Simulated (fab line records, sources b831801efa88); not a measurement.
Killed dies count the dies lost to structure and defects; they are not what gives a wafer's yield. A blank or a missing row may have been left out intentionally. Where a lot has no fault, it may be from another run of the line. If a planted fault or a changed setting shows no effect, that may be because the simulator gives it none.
fab line records	flow gf180mcu	part 1 of 2: steps 1 to 28 of 38
record: lots: 5	wafers: 15	lastDay: 34
route steps=602 shown PSD@254 NSD@262 SAB@264 SALICIDE@278 CONTACT@287
lots that met no fault: taken from a fault-free run of the same line
startH: hours from the record's first day to the start of the lot's first wafer shown	waitH: hours elapsed since this lot's preceding step	" repeats the value in the row above	L1.1+2: a row that stands for several wafers	- either no value or no given start	* or withheld: withheld	< > ~ a bound
route shown NAME@n: NAME is a module with steps in the file, n the number in the route of the first one	usual: mean/standard deviation of fault-free wafers	same: alike in all rows	chamber/n: place in a boat	sites: the reading at each site	_std_site: their standard deviation	_edge_site: the outer-site mean with the inner-site mean subtracted	radiusMm: for every site, how far away it sits from the centre of the wafer	mask NAME#n: copy n	behind: the last tool/chamber to shape the wafer	hold: what put the lot on hold/how long, in hours/how the hold closed	device: which transistor (n, p or np) failed to switch	end of line: the tests these same wafers got at the end of their route	a step without rows: its recipe alone	killed: dies that structure and defects cost at the first sort, which is not the same as the wafer's yield	map: the dies of a wafer, with x for killed, . for not killed, _ for no die there
set.NAME: the setting the step ran with; set.NAME@STEP: the setting that earlier step ran with	model.NAME: the simulator's own value behind a step, which no gauge read
a table for each step, a row for each wafer; lots at some steps of the route
services: the hour from which a tool's chamber was out of use, counted from the record's first day as startH (under 0 if before that day), plus the number of hours and why
== steps ==
step: GF_PSD_DEVELOP_06
recipe: developTimeS: 60	devTempC: 23
lot.wafer	tool	chamber	startH	waitH
L078.2+5+6	lithoTrack-04	0	344.83	0.1
L081.1+5+6	lithoTrack-04	0	375.06	0.1
L083.3+4+5	lithoTrack-01	0	391.62	0.1
L084.2+3+6	lithoTrack-03	0	405.73	0.1
L095.3+4+5	lithoTrack-03	0	497.91	0.1
step: GF_PSD_CD_MEAS_07
recipe: targetCdNm: 400
usual: cdNm: 400.3/2.1
lot.wafer	tool	chamber	startH	waitH	cdNm
L078.2	cdSem-01	-	344.98	0.1	401.6
L078.5	"	-	"	"	402.8
L078.6	"	-	"	"	403.3
L081.1	cdSem-02	-	375.21	0.1	398.8
L081.5	"	-	"	"	398.3
L081.6	"	-	"	"	397.6
L083.3	cdSem-02	-	391.76	0.1	399.6
L083.4	"	-	"	"	400.0
L083.5	"	-	"	"	401.8
L084.2	cdSem-02	-	405.88	0.1	402.3
L084.3	"	-	"	"	401.0
L084.6	"	-	"	"	400.3
L095.3	cdSem-02	-	498.05	0.1	400.3
L095.4	"	-	"	"	397.1
L095.5	"	-	"	"	400.2
step: GF_PSD_OVL_MEAS_08
usual: PSD_OVL: -0.6/1.7
lot.wafer	tool	chamber	startH	waitH	PSD_OVL[nm]
L078.2	overlay-01	-	345.09	0.1	1.0
L078.5	"	-	"	"	1.0
L078.6	"	-	"	"	0.9
L081.1	overlay-01	-	375.33	0.1	2.0
L081.5	"	-	"	"	1.1
L081.6	"	-	"	"	1.2
L083.3	overlay-01	-	391.86	0.1	1.6
L083.4	"	-	"	"	-0.7
L083.5	"	-	"	"	-0.6
L084.2	overlay-02	-	405.98	0.1	0.8
L084.3	"	-	"	"	1.4
L084.6	"	-	"	"	-0.3
L095.3	overlay-01	-	498.14	0.1	-1.6
L095.4	"	-	"	"	-2.7
L095.5	"	-	"	"	-0.4
step: GF_PSD_IMPLANT_09
recipe: species: BF2	energyKev: 40	doseCm2: 1.537e+15	tiltDeg: 7
lot.wafer	tool	chamber	startH	waitH
L078.2+5+6	implanter-01	0	345.14	0.0
L081.1+5+6	implanter-03	0	375.36	0.0
L083.3+4+5	implanter-01	0	391.93	0.1
L084.2+3+6	implanter-01	0	406.04	0.0
L095.3+4+5	implanter-01	0	498.21	0.1
step: GF_PSD_STRIP_10
recipe: chemistry: O2/N2	powerW: 1400	pressureMtorr: 1500	platenTempC: 250	o2FlowSccm: 3000	n2FlowSccm: 300	overashFraction: 0.5
usual: drypumpMotorCurrentA: 5.8/0.53	heaterPowerW: 339/26	n2FlowSccm: 300.0/0.92	oesProductAu: 0.590/0.0043	stripTimeToEndpointS: 16.61/0.033
lot.wafer	tool	chamber	startH	waitH	drypumpMotorCurrentA	heaterPowerW	n2FlowSccm	oesProductAu	rfHoursCounterH	stripTimeToEndpointS
L078.2	plasmaAsher-03	1	345.27	0.1	4.9	319	300.1	0.591	68	16.60
L078.5	"	1	"	"	5.0	326	300.1	0.588	-	16.61
L078.6	"	0	"	"	5.5	324	300.0	0.592	-	16.61
L081.1	plasmaAsher-03	1	375.51	0.1	4.9	323	299.6	0.594	71	16.61
L081.5	"	1	"	"	4.9	320	299.6	0.593	-	16.54
L081.6	"	0	"	"	5.4	321	300.6	0.584	-	16.57
L083.3	plasmaAsher-04	0	392.06	0.1	6.1	321	299.7	0.582	-	16.61
L083.4	"	1	"	"	6.1	317	299.7	0.589	-	16.62
L083.5	"	1	"	"	6.1	326	301.4	0.587	-	16.59
L084.2	plasmaAsher-02	0	406.16	0.1	6.5	369	300.6	0.596	77	16.60
L084.3	"	1	"	"	6.0	372	300.6	0.589	-	16.59
L084.6	"	1	"	"	6.0	372	301.4	0.583	-	16.59
L095.3	plasmaAsher-02	0	498.35	0.1	6.5	380	297.8	0.592	-	16.56
L095.4	"	1	"	"	6.0	368	299.1	0.585	-	16.62
L095.5	"	0	"	"	6.5	383	298.0	0.585	-	16.56
step: GF_PSD_TW_MEAS_11
usual: PSD_TW: 3217/37
lot.wafer	tool	chamber	startH	waitH	PSD_TW
L078.2	filmMetro-03	-	345.38	0.1	3259
L078.5	"	-	"	"	3261
L078.6	"	-	"	"	3261
L081.1	filmMetro-01	-	375.61	0.1	3203
L081.5	"	-	"	"	3225
L081.6	"	-	"	"	3217
L083.3	filmMetro-02	-	392.15	0.1	3173
L083.4	"	-	"	"	3175
L083.5	"	-	"	"	3177
L084.2	filmMetro-02	-	406.27	0.1	3166
L084.3	"	-	"	"	3156
L084.6	"	-	"	"	3184
L095.3	filmMetro-02	-	498.43	0.1	3163
L095.4	"	-	"	"	3187
L095.5	"	-	"	"	3173
step: GF_PSD_CLEAN_12
recipe: chemistry: SC1/SC2	mix: 1:4:20	tempC: 70	timeS: 150	dry: n2Spin
lot.wafer	tool	chamber	startH	waitH
L078.2+5+6	wetBench-01	3	345.43	0.0
L081.1+5+6	wetBench-01	3	375.67	0.1
L083.3+4+5	wetBench-02	0	392.19	0.0
L084.2+3+6	wetBench-01	3	406.32	0.0
L095.3+4+5	wetBench-01	2	498.47	0.0
step: GF_PSD_RTA_13
recipe: tempC: 1025	timeS: 20	ambient: N2
usual: chamberO2Ppm: 1.996/0.023	lampPowerPct: 34/5.3	wafer_temp_C_max: 1029.9/1.4
lot.wafer	tool	chamber	startH	waitH	chamberO2Ppm	lampPowerPct	wafer_temp_C_max
L078.2	rtpAnneal-02	0	345.49	0.0	1.986	29	1031.0
L078.5	"	0	"	"	1.983	29	1031.5
L078.6	"	0	"	"	1.976	29	1030.3
L081.1	rtpAnneal-02	0	375.72	0.0	2.001	29	1029.3
L081.5	"	0	"	"	1.979	29	1032.3
L081.6	"	0	"	"	1.999	29	1030.2
L083.3	rtpAnneal-01	0	392.33	0.0	1.982	40	1027.8
L083.4	"	0	"	"	1.972	40	1028.8
L083.5	"	0	"	"	1.954	40	1029.4
L084.2	rtpAnneal-02	0	406.39	0.0	2.021	29	1030.0
L084.3	"	0	"	"	2.005	29	1031.2
L084.6	"	0	"	"	1.995	29	1030.5
L095.3	rtpAnneal-02	0	498.55	0.0	2.029	29	1032.5
L095.4	"	0	"	"	2.006	29	1031.5
L095.5	"	0	"	"	2.058	29	1030.4
step: GF_PSD_RS_MEAS_14
recipe: thkMeasGauge: four-point-probe
usual: NSD_RS: 46.17/0.086
lot.wafer	tool	chamber	startH	waitH	NSD_RS[ohm/sq]
L078.2	filmMetro-01	-	345.58	0.1	46.02
L078.5	"	-	"	"	45.94
L078.6	"	-	"	"	46.05
L081.1	filmMetro-02	-	375.81	0.1	46.13
L081.5	"	-	"	"	46.13
L081.6	"	-	"	"	46.24
L083.3	filmMetro-01	-	392.42	0.1	46.11
L083.4	"	-	"	"	46.07
L083.5	"	-	"	"	46.07
L084.2	filmMetro-02	-	406.48	0.1	46.19
L084.3	"	-	"	"	46.22
L084.6	"	-	"	"	46.24
L095.3	filmMetro-03	-	498.65	0.1	46.17
L095.4	"	-	"	"	46.07
L095.5	"	-	"	"	46.13
step: GF_PSD_RS_MEAS_15
recipe: thkMeasGauge: four-point-probe
usual: PSD_RS: 108.1/0.32
lot.wafer	tool	chamber	startH	waitH	PSD_RS[ohm/sq]
L078.2	filmMetro-01	-	345.70	0.1	108.0
L078.5	"	-	"	"	107.7
L078.6	"	-	"	"	107.8
L081.1	filmMetro-02	-	375.93	0.1	107.9
L081.5	"	-	"	"	108.1
L081.6	"	-	"	"	108.1
L083.3	filmMetro-01	-	392.54	0.1	107.6
L083.4	"	-	"	"	107.4
L083.5	"	-	"	"	107.7
L084.2	filmMetro-02	-	406.60	0.1	107.9
L084.3	"	-	"	"	108.3
L084.6	"	-	"	"	108.0
L095.3	filmMetro-03	-	498.77	0.1	108.2
L095.4	"	-	"	"	108.1
L095.5	"	-	"	"	108.4
step: GF_SAB_CVD_00
recipe: material: SiO2	targetThkNm: 50	precursor: TEOS	tempC: 400	timeS: 4.9302	rfW: 600
usual: heaterPowerW: 679/73
lot.wafer	tool	chamber	startH	waitH	heaterPowerW
L078.2	pecvd-04	2	345.80	0.1	593
L078.5	"	1	"	"	673
L078.6	"	2	"	"	592
L081.1	pecvd-04	1	376.05	0.1	693
L081.5	"	1	"	"	698
L081.6	"	0	"	"	722
L083.3	pecvd-02	0	392.62	0.1	650
L083.4	"	0	"	"	674
L083.5	"	1	"	"	782
L084.2	pecvd-04	2	406.70	0.1	597
L084.3	"	1	"	"	781
L084.6	"	0	"	"	675
L095.3	pecvd-04	1	498.86	0.1	740
L095.4	"	0	"	"	730
L095.5	"	0	"	"	735
step: GF_SAB_THK_MEAS_01
recipe: reads: SiO2_of_SAB_CVD_00
usual: SAB_CVD_00_THK: 49.9/0.62
lot.wafer	tool	chamber	startH	waitH	SAB_CVD_00_THK[nm]
L078.2	filmMetro-04	-	345.84	0.0	49.2
L078.5	"	-	"	"	49.4
L078.6	"	-	"	"	50.1
L081.1	filmMetro-01	-	376.07	0.0	49.8
L081.5	"	-	"	"	49.7
L081.6	"	-	"	"	50.4
L083.3	filmMetro-02	-	392.66	0.0	50.5
L083.4	"	-	"	"	51.3
L083.5	"	-	"	"	51.4
L084.2	filmMetro-04	-	406.73	0.0	49.8
L084.3	"	-	"	"	49.8
L084.6	"	-	"	"	50.0
L095.3	filmMetro-02	-	498.90	0.0	50.7
L095.4	"	-	"	"	50.7
L095.5	"	-	"	"	51.0
step: GF_SAB_DEHYDRATE_02
recipe: tempC: 200	timeS: 60
usual: heaterPowerTotalW: 160.36/0.13	plateTempC: 200.01/0.18
lot.wafer	tool	chamber	startH	waitH	heaterPowerTotalW	plateTempC
L078.2	lithoTrack-01	0	356.55	10.7	160.35	199.86
L078.5	"	0	"	"	160.56	199.85
L078.6	"	0	"	"	160.47	199.83
L081.1	lithoTrack-02	0	386.76	10.7	160.41	200.20
L081.5	"	0	"	"	160.37	200.21
L081.6	"	0	"	"	160.32	200.05
L083.3	lithoTrack-04	0	404.06	11.4	160.39	200.04
L083.4	"	0	"	"	160.19	199.96
L083.5	"	0	"	"	160.16	200.18
L084.2	lithoTrack-01	0	417.70	11.0	160.25	200.32
L084.3	"	0	"	"	160.49	200.26
L084.6	"	0	"	"	160.35	200.08
L095.3	lithoTrack-04	0	510.21	11.3	160.33	200.05
L095.4	"	0	"	"	160.15	199.92
L095.5	"	0	"	"	160.41	200.07
step: GF_SAB_HMDS_03
recipe: primeTimeS: 60	primeTempC: 120
usual: primeTempC: 120.02/0.14
lot.wafer	tool	chamber	startH	waitH	primeTempC
L078.2	lithoTrack-01	0	356.70	0.1	120.24
L078.5	"	0	"	"	120.02
L078.6	"	0	"	"	120.15
L081.1	lithoTrack-02	0	386.91	0.1	120.05
L081.5	"	0	"	"	119.94
L081.6	"	0	"	"	120.05
L083.3	lithoTrack-04	0	404.21	0.1	119.80
L083.4	"	0	"	"	120.14
L083.5	"	0	"	"	120.02
L084.2	lithoTrack-01	0	417.85	0.1	120.11
L084.3	"	0	"	"	119.86
L084.6	"	0	"	"	120.07
L095.3	lithoTrack-04	0	510.36	0.1	119.81
L095.4	"	0	"	"	119.86
L095.5	"	0	"	"	119.86
step: GF_SAB_COAT_04
recipe: resist: NOVOLAK	spinRpm: 3000	resistThkNm: 1000
lot.wafer	tool	chamber	startH	waitH
L078.2+5+6	lithoTrack-01	0	356.85	0.1
L081.1+5+6	lithoTrack-02	0	387.06	0.1
L083.3+4+5	lithoTrack-04	0	404.36	0.1
L084.2+3+6	lithoTrack-01	0	418.00	0.1
L095.3+4+5	lithoTrack-04	0	510.51	0.1
step: GF_SAB_SOFTBAKE_05
recipe: tempC: 90	timeS: 60	resist: NOVOLAK
usual: heaterPowerTotalW: 56.59/0.047	plateTempC: 89.99/0.12
lot.wafer	tool	chamber	startH	waitH	heaterPowerTotalW	plateTempC
L078.2	lithoTrack-01	0	357.00	0.1	56.68	90.06
L078.5	"	0	"	"	56.60	90.07
L078.6	"	0	"	"	56.60	90.10
L081.1	lithoTrack-02	0	387.21	0.1	56.57	90.00
L081.5	"	0	"	"	56.63	89.94
L081.6	"	0	"	"	56.55	89.93
L083.3	lithoTrack-04	0	404.51	0.1	56.62	89.84
L083.4	"	0	"	"	56.60	90.01
L083.5	"	0	"	"	56.44	89.69
L084.2	lithoTrack-01	0	418.15	0.1	56.59	89.99
L084.3	"	0	"	"	56.63	90.03
L084.6	"	0	"	"	56.59	89.99
L095.3	lithoTrack-04	0	510.66	0.1	56.61	89.98
L095.4	"	0	"	"	56.56	89.77
L095.5	"	0	"	"	56.59	89.90
step: GF_SAB_EXPOSE_06
recipe: maskId: SAB	targetCdNm: 420	na: 0.6	sourceShape: conventional	sigmaOuter: 0.6	doseMj: 140
usual: stageVelMmS: 500.00/0.26
lot.wafer	tool	chamber	startH	waitH	mask	stageVelMmS
L078.2	ilineStepper-01	0	-	-	SAB#0	500.02
L078.5	"	0	"	"	SAB#0	500.19
L078.6	"	0	"	"	SAB#0	500.13
L081.1	ilineStepper-01	0	-	-	SAB#0	499.49
L081.5	"	0	"	"	SAB#0	499.85
L081.6	"	0	"	"	SAB#0	499.58
L083.3	ilineStepper-02	0	-	-	SAB#0	499.76
L083.4	"	0	"	"	SAB#0	500.18
L083.5	"	0	"	"	SAB#0	500.08
L084.2	ilineStepper-02	0	-	-	SAB#0	499.91
L084.3	"	0	"	"	SAB#0	499.58
L084.6	"	0	"	"	SAB#0	500.16
L095.3	ilineStepper-02	0	-	-	SAB#0	500.15
L095.4	"	0	"	"	SAB#0	500.39
L095.5	"	0	"	"	SAB#0	500.13
step: GF_SAB_PEB_07
recipe: tempC: withheld	timeS: *	resist: NOVOLAK
lot.wafer	tool	chamber	startH	waitH
L078.2+5+6	lithoTrack-02	0	-	-
L081.1+5+6	lithoTrack-04	0	-	-
L083.3+4+5	lithoTrack-02	0	-	-
L084.2+3+6	lithoTrack-02	0	-	-
L095.3+4+5	lithoTrack-01	0	-	-
step: GF_SAB_DEVELOP_08
recipe: developTimeS: 60	devTempC: 22.05
lot.wafer	tool	chamber	startH	waitH
L078.2+5+6	lithoTrack-02	0	367.29	0.1
L081.1+5+6	lithoTrack-04	0	398.81	0.1
L083.3+4+5	lithoTrack-02	0	416.41	0.1
L084.2+3+6	lithoTrack-02	0	430.39	0.1
L095.3+4+5	lithoTrack-01	0	521.27	0.1
step: GF_SAB_CD_MEAS_09
recipe: targetCdNm: 420
usual: cdNm: 420.1/1.8
lot.wafer	tool	chamber	startH	waitH	cdNm
L078.2	cdSem-01	-	367.43	0.1	418.9
L078.5	"	-	"	"	420.4
L078.6	"	-	"	"	420.7
L081.1	cdSem-01	-	398.96	0.1	419.6
L081.5	"	-	"	"	419.5
L081.6	"	-	"	"	419.7
L083.3	cdSem-02	-	416.55	0.1	420.6
L083.4	"	-	"	"	420.9
L083.5	"	-	"	"	421.6
L084.2	cdSem-02	-	430.53	0.1	419.4
L084.3	"	-	"	"	418.7
L084.6	"	-	"	"	418.3
L095.3	cdSem-02	-	521.41	0.1	422.3
L095.4	"	-	"	"	422.6
L095.5	"	-	"	"	422.2
step: GF_SAB_OVL_MEAS_10
usual: SAB_OVL: 0.7/1.4
lot.wafer	tool	chamber	startH	waitH	SAB_OVL[nm]
L078.2	overlay-02	-	367.54	0.1	0.3
L078.5	"	-	"	"	-0.6
L078.6	"	-	"	"	1.0
L081.1	overlay-02	-	399.08	0.1	-0.5
L081.5	"	-	"	"	0.7
L081.6	"	-	"	"	0.5
L083.3	overlay-01	-	416.64	0.1	1.6
L083.4	"	-	"	"	-0.2
L083.5	"	-	"	"	-0.8
L084.2	overlay-01	-	430.64	0.1	0.0
L084.3	"	-	"	"	-0.8
L084.6	"	-	"	"	0.7
L095.3	overlay-02	-	521.50	0.1	1.9
L095.4	"	-	"	"	2.1
L095.5	"	-	"	"	2.1
step: GF_SAB_ETCH_11
recipe: chemistry: C4F8/O2/Ar	maskMaterial: NOVOLAK	target: SiO2	targetDepthNm: 55	sourceW: 1500	biasW: 1200	pressureMtorr: 40	c4f8FlowSccm: withheld	O2_flow_sccm: 6	Ar_flow_sccm: 300	timeS: 8.5
usual: oesProductAu: 1.000/0.0079
lot.wafer	tool	chamber	startH	waitH	oesProductAu	rfHoursCounterH
L078.2	rieDiel-04	2	367.57	0.0	0.997	89
L078.5	"	3	"	"	0.987	-
L078.6	"	2	"	"	0.996	-
L081.1	rieDiel-03	1	399.11	0.0	1.004	85
L081.5	"	2	"	"	1.000	-
L081.6	"	3	"	"	0.984	-
L083.3	rieDiel-01	0	416.67	0.0	0.993	16
L083.4	"	1	"	"	1.000	73
L083.5	"	1	"	"	0.994	-
L084.2	rieDiel-03	2	430.67	0.0	1.004	29
L084.3	"	1	"	"	1.012	85
L084.6	"	2	"	"	1.012	-
L095.3	rieDiel-03	1	521.53	0.0	0.994	88
L095.4	"	0	"	"	0.997	21
L095.5	"	0	"	"	0.999	-
step: GF_SAB_WET_ETCH_12
recipe: chemistry: dHF	targetDepthNm: 22	dry: n2Spin	target: SiO2	tempC: 25	dilution: 100:1	timeS: 440
lot.wafer	tool	chamber	startH	waitH
L078.2+5+6	wetBench-03	3	367.59	0.0
L081.1+5+6	wetBench-03	1	399.14	0.0
L083.3+4+5	wetBench-02	0	416.69	0.0
L084.2+3+6	wetBench-03	0	430.69	0.0
L095.3+4+5	wetBench-02	0	521.55	0.0
step: GF_SAB_STRIP_13
recipe: chemistry: O2/N2	powerW: 1400	pressureMtorr: 1500	platenTempC: 250	o2FlowSccm: 3000	n2FlowSccm: 300	overashFraction: 0.5
usual: drypumpMotorCurrentA: 5.7/0.44	heaterPowerW: 330/17	n2FlowSccm: 299.9/0.99	oesProductAu: 0.710/0.0047	stripTimeToEndpointS: 12.61/0.038
lot.wafer	tool	chamber	startH	waitH	drypumpMotorCurrentA	heaterPowerW	n2FlowSccm	oesProductAu	rfHoursCounterH	stripTimeToEndpointS
L078.2	plasmaAsher-01	0	367.72	0.0	6.2	360	300.6	0.713	27	12.61
L078.5	"	1	"	"	5.5	332	299.4	0.711	-	12.59
L078.6	"	0	"	"	6.1	366	300.8	0.711	-	12.62
L081.1	plasmaAsher-03	1	399.27	0.0	4.9	320	300.1	0.707	74	12.61
L081.5	"	0	"	"	5.4	324	299.9	0.712	-	12.63
L081.6	"	1	"	"	4.9	327	299.9	0.704	-	12.63
L083.3	plasmaAsher-03	1	416.88	0.0	4.9	319	301.0	0.708	-	12.64
L083.4	"	0	"	"	5.5	329	301.0	0.697	-	12.60
L083.5	"	1	"	"	4.9	318	301.6	0.709	-	12.61
L084.2	plasmaAsher-04	0	430.82	0.0	6.1	307	299.7	0.704	62	12.64
L084.3	"	0	"	"	6.1	307	299.0	0.714	-	12.63
L084.6	"	1	"	"	6.1	335	299.3	0.711	-	12.63
L095.3	plasmaAsher-04	1	521.73	0.0	6.1	319	299.2	0.706	-	12.66
L095.4	"	0	"	"	6.0	307	299.8	0.703	-	12.66
L095.5	"	0	"	"	6.1	310	300.1	0.716	-	12.58
step: GF_SALICIDE_CLEAN_00
recipe: chemistry: SC1/SC2	mix: 1:4:20	tempC: 70	timeS: 150
lot.wafer	tool	chamber	startH	waitH
L078.2+5+6	wetBench-01	3	367.82	0.1
L081.1+5+6	wetBench-04	0	399.37	0.1
L083.3+4+5	wetBench-04	3	416.94	0.0
L084.2+3+6	wetBench-04	2	430.92	0.1
L095.3+4+5	wetBench-01	0	521.79	0.0
step: GF_SALICIDE_WET_ETCH_01
recipe: chemistry: dHF	targetDepthNm: 5	dry: ipaMarangoni	target: SiO2	tempC: 25	dilution: 100:1	timeS: 100
lot.wafer	tool	chamber	startH	waitH
L078.2+5+6	wetBench-04	0	367.87	0.0
L081.1+5+6	wetBench-02	3	399.42	0.0
L083.3+4+5	wetBench-02	0	417.00	0.0
L084.2+3+6	wetBench-02	0	430.97	0.0
L095.3+4+5	wetBench-02	3	521.84	0.0
step: GF_SALICIDE_SPUTTER_02
recipe: material: Co	targetThkNm: 10	powerW: 1000	timeS: 20	chamberPressurePa: 0.4
usual: throttleValvePct: 30.1/1.2
lot.wafer	tool	chamber	startH	waitH	throttleValvePct
L078.2	pvdSputter-03	-	367.91	0.0	30.1
L078.5	"	-	"	"	30.1
L078.6	"	-	"	"	31.8
L081.1	pvdSputter-02	-	399.46	0.0	29.6
L081.5	"	-	"	"	29.6
L081.6	"	-	"	"	28.9
L083.3	pvdSputter-02	-	417.04	0.0	30.1
L083.4	"	-	"	"	28.8
L083.5	"	-	"	"	28.7
L084.2	pvdSputter-04	-	431.00	0.0	30.0
L084.3	"	-	"	"	26.7
L084.6	"	-	"	"	30.0
L095.3	pvdSputter-03	-	521.88	0.0	31.6
L095.4	"	-	"	"	30.0
L095.5	"	-	"	"	29.9
step: GF_SALICIDE_SPUTTER_03
recipe: material: TiN	targetThkNm: 20	powerW: 6500	timeS: 16.7	chamberPressurePa: 0.4
usual: throttleValvePct: 30.1/1.2
lot.wafer	tool	chamber	startH	waitH	throttleValvePct
L078.2	pvdSputter-03	-	367.94	0.0	30.2
L078.5	"	-	"	"	30.1
L078.6	"	-	"	"	31.6
L081.1	pvdSputter-02	-	399.49	0.0	29.8
L081.5	"	-	"	"	29.6
L081.6	"	-	"	"	28.6
L083.3	pvdSputter-02	-	417.07	0.0	30.0
L083.4	"	-	"	"	29.1
L083.5	"	-	"	"	28.8
L084.2	pvdSputter-04	-	431.03	0.0	29.9
L084.3	"	-	"	"	26.9
L084.6	"	-	"	"	30.1
L095.3	pvdSputter-03	-	521.91	0.0	31.9
L095.4	"	-	"	"	30.4
L095.5	"	-	"	"	29.8
